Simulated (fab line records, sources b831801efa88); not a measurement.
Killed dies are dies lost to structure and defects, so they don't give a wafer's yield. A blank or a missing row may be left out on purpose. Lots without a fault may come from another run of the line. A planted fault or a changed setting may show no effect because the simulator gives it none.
fab line records | flow sky130
record lots=6 wafers=18 last_day=50
route steps=708 shown SD_N@350 SD_P@359 RES_XHIGH@360 SALICIDE@361 LI_CONTACT@362 PAD_OPEN@708
lots that met no fault: from a run of the same line without faults
start_h: hours from the record's first day to the start of the lot's first wafer shown | wait_h: hours since the lot's step before | " the same as in the row above | L1.1+2: a row that stands for several wafers | - no value, or no start given | * or withheld: withheld | < > ~ a bound
route shown NAME@n: a module of which the file shows steps, and the number in the route of the first | usual: mean/standard deviation of fault-free wafers | same: alike in all rows | chamber/n: place in a boat | sites: the reading at each site | _std_site: their standard deviation | _edge_site: outer sites' mean less inner sites' | radius_mm: how far each site lies from the wafer's centre | mask NAME#n: copy n | behind: the tool/chamber that last shaped the wafer | hold: why the lot was held/for how many hours/how that ended | device: the transistor (n, p or np) that didn't switch | end of line: the same wafers' tests at the end of the route | a step without rows: its recipe alone | killed: dies lost to structure and defects at the first sort, not the wafer's yield | map: a wafer's dies, x killed, . not, _ none there
set.NAME: the setting as run; set.NAME@STEP: as run at that earlier step | model.NAME: the simulator's own value behind a step, which no gauge read
lots at some steps of the route; a table a step, a row a wafer
services: from which hour (start_h, from the record's first day; less than 0 if before it) a tool's chamber was out of use, for how many hours, and why
## steps
# step SKY_SD_N_OVL_MEAS_08
# usual SD_N_OVL=0.3/1.7
# columns lot.wafer tool chamber start_h wait_h SD_N_OVL[nm]
L536.2 overlay-01 - 721.03 0.1 2.2
L536.4 " - " " 0.3
L536.5 " - " " -0.3
L541.2 overlay-02 - 744.38 0.1 0.9
L541.4 " - " " 0.8
L541.6 " - " " 2.5
L545.1 overlay-02 - 777.61 0.1 -2.0
L545.2 " - " " -1.4
L545.4 " - " " 0.6
L546.1 overlay-01 - 784.35 0.1 0.2
L546.3 " - " " 1.8
L546.5 " - " " 0.6
L550.2 overlay-01 - 806.20 0.1 -1.6
L550.3 " - " " -2.7
L550.6 " - " " -0.3
L552.1 overlay-02 - 823.75 0.1 -1.6
L552.2 " - " " 0.1
L552.6 " - " " -0.7
# step SKY_SD_N_IMPLANT_09
# recipe species=As energy_kev=50 dose_cm2=4e+15 tilt_deg=0
# step SKY_SD_N_IMPLANT_10
# recipe species=P energy_kev=20 dose_cm2=1e+14 tilt_deg=0
# step SKY_SD_N_STRIP_11
# recipe chemistry=O2/N2 power_w=1400 pressure_mtorr=1500 platen_temp_c=withheld o2_flow_sccm=3000 n2_flow_sccm=300 overash_fraction=0.5
# usual drypump_motor_current_A=5.9/0.43 oes_product_au=0.527/0.0043 strip_time_to_endpoint_s=22.53/0.037
# columns lot.wafer tool chamber start_h wait_h drypump_motor_current_A oes_product_au rf_hours_counter_h strip_time_to_endpoint_s
L536.2 plasma_asher-04 0 721.36 0.1 6.6 0.526 53 22.54
L536.4 " 0 " " 6.6 0.527 - 22.50
L536.5 " 0 " " 6.6 0.526 - 22.52
L541.2 plasma_asher-04 1 744.71 0.1 5.4 0.537 57 22.48
L541.4 " 0 " " 6.6 0.527 - 22.47
L541.6 " 1 " " 5.4 0.524 - 22.46
L545.1 plasma_asher-01 0 777.95 0.1 5.7 0.519 99 22.58
L545.2 " 1 " " 5.9 0.528 99 22.54
L545.4 " 0 " " 5.7 0.524 - 22.59
L546.1 plasma_asher-03 0 784.68 0.1 6.0 0.530 31 22.50
L546.3 " 0 " " 6.1 0.533 - 22.55
L546.5 " 0 " " 6.0 0.525 - 22.55
L550.2 plasma_asher-04 0 806.53 0.1 6.6 0.535 64 22.56
L550.3 " 1 " " 5.4 0.527 - 22.52
L550.6 " 0 " " 6.6 0.527 - 22.52
L552.1 plasma_asher-04 0 824.08 0.1 6.6 0.531 65 22.52
L552.2 " 1 " " 5.4 0.529 65 22.51
L552.6 " 0 " " 6.5 0.529 - 22.53
# step SKY_SD_N_TW_MEAS_12
# usual SD_N_TW=3946/49
# columns lot.wafer tool chamber start_h wait_h SD_N_TW
L536.2 film_metro-01 - 721.47 0.1 3935
L536.4 " - " " 3914
L536.5 " - " " 3890
L541.2 film_metro-01 - 744.82 0.1 3872
L541.4 " - " " 3897
L541.6 " - " " 3891
L545.1 film_metro-02 - 778.05 0.1 3966
L545.2 " - " " 3955
L545.4 " - " " 3966
L546.1 film_metro-01 - 784.78 0.1 3878
L546.3 " - " " 3883
L546.5 " - " " 3872
L550.2 film_metro-01 - 806.64 0.1 3913
L550.3 " - " " 3927
L550.6 " - " " 3898
L552.1 film_metro-04 - 824.18 0.1 4035
L552.2 " - " " 4021
L552.6 " - " " 4018
# step SKY_SD_N_CLEAN_13
# recipe chemistry=SC1/SC2 mix=1:4:20 temp_c=70 time_s=150 dry=n2_spin
# step SKY_SD_N_RTA_14
# recipe temp_c=1075 time_s=2 idle_temp_c=650 ramp_up_c_per_s=150 ramp_down_c_per_s=90 ambient=N2
# usual lamp_power_pct=15.74/0.05 wafer_temp_C_max=1078.2/1.5
# same time_s=2
# columns lot.wafer tool chamber start_h wait_h lamp_power_pct wafer_temp_C_max
L536.2 rtp_anneal-02 0 721.58 0.0 15.79 1077.1
L536.4 " 0 " " 15.76 1078.4
L536.5 " 0 " " 15.77 1075.7
L541.2 rtp_anneal-01 0 744.93 0.0 15.76 1077.5
L541.4 " 0 " " 15.71 1078.7
L541.6 " 0 " " 15.79 1078.0
L545.1 rtp_anneal-02 0 778.16 0.0 15.75 1078.3
L545.2 " 0 " " 15.69 1075.8
L545.4 " 0 " " 15.74 1078.6
L546.1 rtp_anneal-01 0 784.89 0.0 15.70 1076.7
L546.3 " 0 " " 15.77 1076.0
L546.5 " 0 " " 15.66 1077.3
L550.2 rtp_anneal-01 0 806.76 0.0 15.70 1079.8
L550.3 " 0 " " 15.73 1078.2
L550.6 " 0 " " 15.78 1076.2
L552.1 rtp_anneal-01 0 824.29 0.0 15.66 1076.9
L552.2 " 0 " " 15.80 1078.8
L552.6 " 0 " " 15.68 1079.1
# step SKY_SD_N_RS_MEAS_16
# recipe thk_meas_gauge=four-point-probe
# usual SD_N_RS=68.55/0.12
# columns lot.wafer tool chamber start_h wait_h SD_N_RS[ohm/sq]
L536.2 film_metro-01 - 721.76 0.1 68.59
L536.4 " - " " 68.65
L536.5 " - " " 68.68
L541.2 film_metro-04 - 745.11 0.1 68.51
L541.4 " - " " 68.36
L541.6 " - " " 68.63
L545.1 film_metro-01 - 778.33 0.1 68.52
L545.2 " - " " 68.45
L545.4 " - " " 68.56
L546.1 film_metro-02 - 785.07 0.1 68.35
L546.3 " - " " 68.43
L546.5 " - " " 68.39
L550.2 film_metro-04 - 806.94 0.1 68.56
L550.3 " - " " 68.79
L550.6 " - " " 68.56
L552.1 film_metro-04 - 824.47 0.1 68.58
L552.2 " - " " 68.55
L552.6 " - " " 68.39
# step SKY_SD_N_RS_MEAS_17
# recipe thk_meas_gauge=four-point-probe
# usual SD_P_RS=147.1/0.45
# columns lot.wafer tool chamber start_h wait_h SD_P_RS[ohm/sq]
L536.2 film_metro-01 - 721.88 0.1 147.2
L536.4 " - " " 147.0
L536.5 " - " " 147.0
L541.2 film_metro-04 - 745.23 0.1 146.2
L541.4 " - " " 146.4
L541.6 " - " " 147.1
L545.1 film_metro-01 - 778.45 0.1 146.9
L545.2 " - " " 146.2
L545.4 " - " " 146.8
L546.1 film_metro-02 - 785.19 0.1 146.5
L546.3 " - " " 146.8
L546.5 " - " " 146.7
L550.2 film_metro-04 - 807.06 0.1 147.7
L550.3 " - " " 147.5
L550.6 " - " " 147.2
L552.1 film_metro-04 - 824.59 0.1 147.3
L552.2 " - " " 147.7
L552.6 " - " " 147.4
# step SKY_SD_N_RS_MEAS_18
# recipe thk_meas_gauge=four-point-probe
# usual RES_XHIGH_RS=333.2/1.1
# columns lot.wafer tool chamber start_h wait_h RES_XHIGH_RS[ohm/sq]
L536.2 film_metro-01 - 722.00 0.1 334.3
L536.4 " - " " 335.0
L536.5 " - " " 335.1
L541.2 film_metro-04 - 745.35 0.1 333.6
L541.4 " - " " 335.0
L541.6 " - " " 333.7
L545.1 film_metro-01 - 778.57 0.1 333.2
L545.2 " - " " 335.4
L545.4 " - " " 334.0
L546.1 film_metro-02 - 785.31 0.1 331.6
L546.3 " - " " 331.4
L546.5 " - " " 330.8
L550.2 film_metro-04 - 807.18 0.1 333.0
L550.3 " - " " 334.3
L550.6 " - " " 332.6
L552.1 film_metro-04 - 824.71 0.1 334.1
L552.2 " - " " 333.1
L552.6 " - " " 332.2
# step SKY_SALICIDE_CLEAN_00
# recipe chemistry=HF-last time_s=30 dilution=100:1 dry=ipa_marangoni
# step SKY_LI_CONTACT_HDPCVD_00
# recipe material=PSG target_thk_nm=930 sigma_open_frac=0.3 time_s=155 temp_c=600 sih4_flow_sccm=60 pressure_mtorr=6
# columns lot.wafer tool chamber start_h wait_h model.PSG_of_LI_CONTACT_HDPCVD_00.thk_nm
L536.2 hdpcvd-01 0 722.12 0.0 920.8
L536.4 " 2 " " 1820
L536.5 " 1 " " 934.9
L541.2 hdpcvd-01 0 745.47 0.0 906.7
L541.4 " 0 " " 1802
L541.6 " 2 " " 1803
L545.1 hdpcvd-02 0 778.71 0.0 920.8
L545.2 " 2 " " 923.5
L545.4 " 0 " " 918.6
L546.1 hdpcvd-02 0 785.44 0.0 918.3
L546.3 " 2 " " 913.7
L546.5 " 1 " " 921.4
L550.2 hdpcvd-01 0 807.30 0.0 922
L550.3 " 1 " " 945.5
L550.6 " 1 " " 932.9
L552.1 hdpcvd-02 1 824.84 0.0 913.2
L552.2 " 2 " " 937.7
L552.6 " 0 " " 949.5
# step SKY_LI_CONTACT_THK_MEAS_01
# recipe reads=PSG_of_LI_CONTACT_HDPCVD_00
# usual LI_CONTACT_HDPCVD_THK=925/10
# columns lot.wafer tool chamber start_h wait_h LI_CONTACT_HDPCVD_THK[nm]
L536.2 film_metro-04 - 722.23 0.1 920
L536.4 " - " " 1822
L536.5 " - " " 934
L541.2 film_metro-01 - 745.58 0.1 907
L541.4 " - " " 1802
L541.6 " - " " 1801
L545.1 film_metro-01 - 778.81 0.1 921
L545.2 " - " " 924
L545.4 " - " " 919
L546.1 film_metro-01 - 785.55 0.1 918
L546.3 " - " " 914
L546.5 " - " " 922
L550.2 film_metro-04 - 807.41 0.1 922
L550.3 " - " " 945
L550.6 " - " " 932
L552.1 film_metro-04 - 824.95 0.1 913
L552.2 " - " " 938
L552.6 " - " " 949
# step SKY_LI_CONTACT_CMP_02
# recipe material=PSG down_force_psi=4 platen_rpm=60 pad_velocity_m_s=0.94248
# usual motor_current_A=11.8/1.3 time_to_endpoint_s=31/4
# columns lot.wafer tool chamber start_h wait_h motor_current_A time_to_endpoint_s
L536.2 cmp-02 2 722.28 0.0 12.5 27
L536.4 " 0 " " 10.9 125
L536.5 " 2 " " 13.2 29
L541.4 cmp-01 2 745.88 0.3 12.6 112
L541.2 " 3 " " 14.9 24
L541.6 " 2 " " 12.8 114
L545.4 cmp-01 2 778.87 0.0 12.6 24
L545.1 " 3 " " 13.3 26
L545.2 " 0 " " 10.1 21
L546.1 cmp-01 0 785.66 0.1 11.0 27
L546.3 " 2 " " 12.6 30
L546.5 " 3 " " 13.3 28
L550.2 cmp-02 1 807.78 0.4 9.5 27
L550.3 " 3 " " 11.5 35
L550.6 " 2 " " 12.7 31
L552.2 cmp-02 2 825.01 0.0 12.5 32
L552.1 " 1 " " 9.6 32
L552.6 " 3 " " 11.4 38
# step SKY_LI_CONTACT_BOW_MEAS_03
# recipe mode=bow
# usual LI_CONTACT_BOW=56/6.9
# columns lot.wafer tool chamber start_h wait_h LI_CONTACT_BOW[um]
L536.2 film_metro-02 - 722.60 0.3 57
L536.4 " - " " 59
L536.5 " - " " 52
L541.2 film_metro-04 - 746.20 0.2 40
L541.4 " - " " 60
L541.6 " - " " 56
L545.1 film_metro-02 - 779.17 0.2 50
L545.2 " - " " 60
L545.4 " - " " 52
L546.1 film_metro-04 - 785.91 0.2 54
L546.3 " - " " 57
L546.5 " - " " 52
L550.2 film_metro-02 - 808.10 0.3 56
L550.3 " - " " 52
L550.6 " - " " 54
L552.1 film_metro-04 - 825.31 0.1 50
L552.2 " - " " 56
L552.6 " - " " 56
# step SKY_PAD_OPEN_PROBE_99
# usual killed_at_M0_to_M3=44/7.7 killed_at_M4_up=3.0/1.9 killed_at_contacts=25/5.6 killed_at_front_end=15/4.6 killed_at_other=0.3/0.47 killed_dies=86/9.9 killed_open=47/7.4 killed_short=39/5.9
# same gross_dies=492 killed_at_back_side=0
# columns lot.wafer tool chamber start_h wait_h killed_at_M0_to_M3 killed_at_M4_up killed_at_contacts killed_at_front_end killed_at_other killed_dies killed_open killed_short
L536.2 prober-01 - 1135.31 0.1 38 5 24 10 0 77 42 35
L536.4 prober-01 - 1135.41 0.2 42 1 39 4 0 86 52 34
L536.5 prober-01 - 1135.46 0.2 50 1 27 9 0 87 54 33
L545.1 prober-01 - 1169.05 0.1 34 5 16 15 0 70 39 31
L545.2 prober-01 - 1169.10 0.1 45 3 27 13 0 88 48 40
L545.4 prober-01 - 1169.20 0.2 52 1 23 15 0 91 50 41
L546.1 prober-02 - 1176.43 0.1 41 1 20 13 0 75 37 38
L546.3 prober-02 - 1176.53 0.2 44 2 19 17 0 82 42 40
L546.5 prober-02 - 1176.63 0.2 33 0 32 14 0 79 41 38
L550.2 prober-02 - 1189.96 0.1 39 2 36 13 0 90 43 47
L550.3 prober-02 - 1190.01 0.2 43 4 22 22 0 91 51 40
# killed by level:class
L536.2 LI_CONTACT:geometric_particle:open=8 CONTACT:geometric_particle:open=6 VIA1:geometric_particle:open=6 VIA2:geometric_particle:open=6 METAL1:geometric_particle:short=5 VIA3:geometric_particle:open=5 FIELD_ISO:geometric_particle:short=4 POLY_GATE:geometric_particle:open=4
L536.4 CONTACT:geometric_particle:open=18 LI_CONTACT:geometric_particle:open=9 VIA2:geometric_particle:open=7 METAL2:geometric_particle:short=6 CONTACT:geometric_particle:short=5 METAL1:geometric_particle:open=5 VIA3:geometric_particle:open=5 METAL1:geometric_particle:short=4
L536.5 CONTACT:geometric_particle:open=13 VIA3:geometric_particle:open=12 VIA1:geometric_particle:open=8 VIA2:geometric_particle:open=8 LI_CONTACT:geometric_particle:open=5 CONTACT:geometric_particle:short=5 VIA1:geometric_particle:short=5 METAL2:geometric_particle:short=4
L545.1 VIA1:geometric_particle:open=8 METAL1:geometric_particle:short=7 POLY_GATE:geometric_particle:open=5 VIA2:geometric_particle:open=5 LI_CONTACT:geometric_particle:open=5 CONTACT:geometric_particle:open=5 VIA3:geometric_particle:open=5 FIELD_ISO:geometric_particle:open=4
L545.2 VIA1:geometric_particle:open=13 LOCAL_INTERCONNECT:geometric_particle:short=8 CONTACT:geometric_particle:open=7 VIA3:geometric_particle:open=7 LI_CONTACT:geometric_particle:open=5 FIELD_ISO:geometric_particle:open=4 METAL1:geometric_particle:short=4 VIA1:geometric_particle:short=4
L545.4 VIA1:geometric_particle:open=16 CONTACT:geometric_particle:open=10 VIA1:geometric_particle:short=9 CONTACT:geometric_particle:short=7 VIA2:geometric_particle:open=6 VIA3:geometric_particle:open=6 POLY_GATE:geometric_particle:open=5 VIA2:geometric_particle:short=5
L546.1 VIA1:geometric_particle:open=9 METAL1:geometric_particle:short=8 CONTACT:geometric_particle:open=7 FIELD_ISO:geometric_particle:short=6 POLY_GATE:geometric_particle:short=5 METAL1:geometric_particle:open=5 LI_CONTACT:geometric_particle:open=4 CONTACT:geometric_particle:short=4
L546.3 VIA2:geometric_particle:open=9 FIELD_ISO:geometric_particle:open=8 VIA1:geometric_particle:short=6 VIA1:geometric_particle:open=6 FIELD_ISO:geometric_particle:short=5 LI_CONTACT:geometric_particle:open=5 LOCAL_INTERCONNECT:geometric_particle:short=5 VIA3:geometric_particle:open=5
L546.5 CONTACT:geometric_particle:open=12 VIA2:geometric_particle:open=9 LI_CONTACT:geometric_particle:open=8 VIA1:geometric_particle:open=6 FIELD_ISO:geometric_particle:short=5 LOCAL_INTERCONNECT:geometric_particle:short=5 VIA3:geometric_particle:open=4 CONTACT:geometric_particle:short=4
L550.2 CONTACT:geometric_particle:open=12 CONTACT:geometric_particle:short=9 VIA2:geometric_particle:open=7 LI_CONTACT:geometric_particle:open=6 VIA3:geometric_particle:open=6 FIELD_ISO:geometric_particle:short=5 LOCAL_INTERCONNECT:geometric_particle:short=5 VIA1:geometric_particle:open=5
L550.3 VIA1:geometric_particle:open=11 FIELD_ISO:geometric_particle:open=7 VIA2:geometric_particle:open=7 CONTACT:geometric_particle:open=6 LI_CONTACT:geometric_particle:open=6 POLY_GATE:geometric_particle:open=5 CONTACT:geometric_particle:short=5 VIA3:geometric_particle:open=5
## services
# columns tool chamber start_h hours kind
cmp-02 - 705.36 5.2 pm
plasma_asher-03 - 714.82 41.4 repair
cmp-02 - 722.75 2.5 repair
cmp-01 - 737.26 0.6 repair
hdpcvd-01 - 744.09 1.2 repair
cmp-02 - 744.16 4.0 pm
cmp-01 - 745.02 0.6 repair
cmp-01 - 747.70 4.2 repair
cmp-02 - 748.16 - consumable_replace:conditioner
cmp-02 - 748.16 - consumable_replace:pad
cmp-01 - 752.50 4.6 pm
plasma_asher-01 - 796.90 1.2 repair
rtp_anneal-02 - 798.85 61.0 pm
cmp-01 - 802.02 4.3 repair
cmp-02 - 819.59 3.8 repair
hdpcvd-01 2 821.22 9.7 repair
## key
first_sign step=SKY_LI_CONTACT_THK_MEAS_01 reading=LI_CONTACT_HDPCVD_THK direction=up sigmas=88 usual=925 struck=1808
effect step=SKY_LI_CONTACT_CMP_02 reading=time_to_endpoint_s direction=up sigmas=22 usual=* struck=*
model_effect step=SKY_LI_CONTACT_HDPCVD_00 value=PSG_of_LI_CONTACT_HDPCVD_00.thk_nm without=918.1 struck=1809
met_at SKY_LI_CONTACT_HDPCVD_00
struck_wafers L536.4,L541.4,L541.6
tester_left_out L536,L541
fault kind=process_parameter_drift tool=hdpcvd-01 chamber=- onset_h=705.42 steps=SKY_LI_CONTACT_HDPCVD_00 channel=target_thk_nm offset=890.57 shape=step end_h=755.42 scope=struck_wafers_only acts_in=these_recipes_only stated=930
# tester_left_out: of these lots the tester's yield and bins aren't shown, on N5 and GAA mostly nor the transistor test; their killed dies are dies lost to structure and defects alone, not to doping, threshold or leakage, so they don't give the yield
